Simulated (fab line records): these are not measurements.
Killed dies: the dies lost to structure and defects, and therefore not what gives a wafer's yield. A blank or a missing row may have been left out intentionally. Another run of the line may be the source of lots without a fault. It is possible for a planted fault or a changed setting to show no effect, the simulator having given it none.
Struck lot and sound lot, side by side / flow gf180mcu / 18 steps out of a route of 602
Sound: the wafers L781.2, L781.4, L781.6. Struck: wafers L784.4, L784.6 (left out: L784.2, a lot-mate that was not struck); the cause follows at the end.
For every step that has rows: the tool of each side, followed by ch and its chambers, followed by its first start. Under that, the readings that differ: sound wafers / struck wafers / difference of the means / sigmas: that difference in standard deviations of wafers without a fault.
alike: words and numbers the same on both sides, and readings whose means are apart by under 2 such deviations; not compared: readings that were withheld, readings missing a value for some wafer, numbers with overlapping values and no deviation given by the record, and bounds like >300 which may hide the same value.
The two part at a step that has a row with sigmas, a row that says differs or no value, or rows on one side only. Non-overlapping numbers with no deviation appear without sigmas and do not part them. A reading missing from all wafers of one side parts the sides only when that side holds two or more wafers.

first, 2 steps without rows for these wafers: GF_CONTACT_PEB_12 (peb time 90 s); GF_CONTACT_DEVELOP_13 (develop time 60 s).
GF_CONTACT_CD_MEAS_14 targets a cd of 220 nm.
  sound: cd sem-02 at day 19 05:19; struck: cd sem-01 at day 20 04:07
  alike: cd nm
GF_CONTACT_OVL_MEAS_15:
  sound: overlay-02 at day 19 05:25; struck: overlay-02 at day 20 04:14
  alike: CONTACT_OVL
GF_CONTACT_ETCH_16: etches BARC in N2/H2.
  sound on rie diel-03 ch 0,2, day 19 05:27; struck on rie diel-01 ch 0,1, day 20 04:16
  alike: drypump motor current A, oes product au, throttle valve pct
GF_CONTACT_ETCH_17: etches SiO2 in C4F8/O2/Ar, stops on CoSi2, target depth 860 nm.
  sound: rie diel-03 ch 0,2; struck: rie diel-01 ch 0,1
  alike: oes product au
GF_CONTACT_STRIP_18: strips in O2/N2.
  sound on plasma asher-01 ch 0,1, day 19 05:37; struck on plasma asher-04 ch 0, day 20 04:25
  alike: drypump motor current A, heater power w, oes product au, platen temp c
  not compared: rf hours counter h
then, 3 steps without rows for these wafers: GF_CONTACT_CLEAN_19 (cleans in SPM); GF_CONTACT_CLEAN_20 (cleans in DIW); GF_CONTACT_CLEAN_21 (cleans in dHF, time 20 s).
GF_CONTACT_SPUTTER_22: material Ti, target thk 15 nm, time 80.02 s.
  sound: pvd sputter-01 at day 19 05:57; struck: pvd sputter-04 at day 20 04:43
  alike: throttle valve pct
GF_CONTACT_SPUTTER_23: material TiN, target thk 10 nm, time 40 s.
  sound: pvd sputter-01 at day 19 06:01; struck: pvd sputter-04 at day 20 04:47
  alike: throttle valve pct
GF_CONTACT_CVD_24: deposits W, target thk 300 nm, time 90.339 s.
  sound on cvd w-01 ch 0,1, day 19 06:03; struck on cvd w-02 ch 1, day 20 04:49
reading=model.W_of_CONTACT_CVD_24.thk nm (nm); sound=298.8 298.5 297.9; struck=357.5 360.7; difference=+60.7; sigmas=
  alike: heater power w
GF_CONTACT_RS_MEAS_25: measurement is done with a four-point probe.
  sound: film metro-04 at day 19 06:10; struck: film metro-01 at day 20 04:56
reading=CONTACT_W_RS (ohm/sq); sound=0.385 0.384 0.386; struck=0.319 0.316; difference=-0.068; sigmas=-18
GF_CONTACT_THK_MEAS_26: measures by xrf.
  sound: film metro-04 at day 19 06:17; struck: film metro-01 at day 20 05:03
reading=CONTACT_W_THK (nm); sound=300 299 300; struck=363 365; difference=+64; sigmas=+20
GF_CONTACT_CMP_27: polishes, stops on SiO2, t overpolish 15 s, target thk 0 nm.
  sound on cmp-01 ch 0,2, day 19 06:20; struck on cmp-01 ch 0,1, day 20 05:09
reading=time to endpoint s (s); sound=73.4 71.0 75.1; struck=84.2 85.8; difference=+11.8; sigmas=+5
  alike: motor current A
then, 2 steps without rows for these wafers: GF_M1_SPUTTER_00 (material Ti, target thk 37.5 nm, time 150 s); GF_PASSIVATION_PROBE_99.

WHERE THEY PART
Earliest at GF_CONTACT_RS_MEAS_25; latest, in this record, at GF_CONTACT_CMP_27.

WHY: what had been put in by the simulator
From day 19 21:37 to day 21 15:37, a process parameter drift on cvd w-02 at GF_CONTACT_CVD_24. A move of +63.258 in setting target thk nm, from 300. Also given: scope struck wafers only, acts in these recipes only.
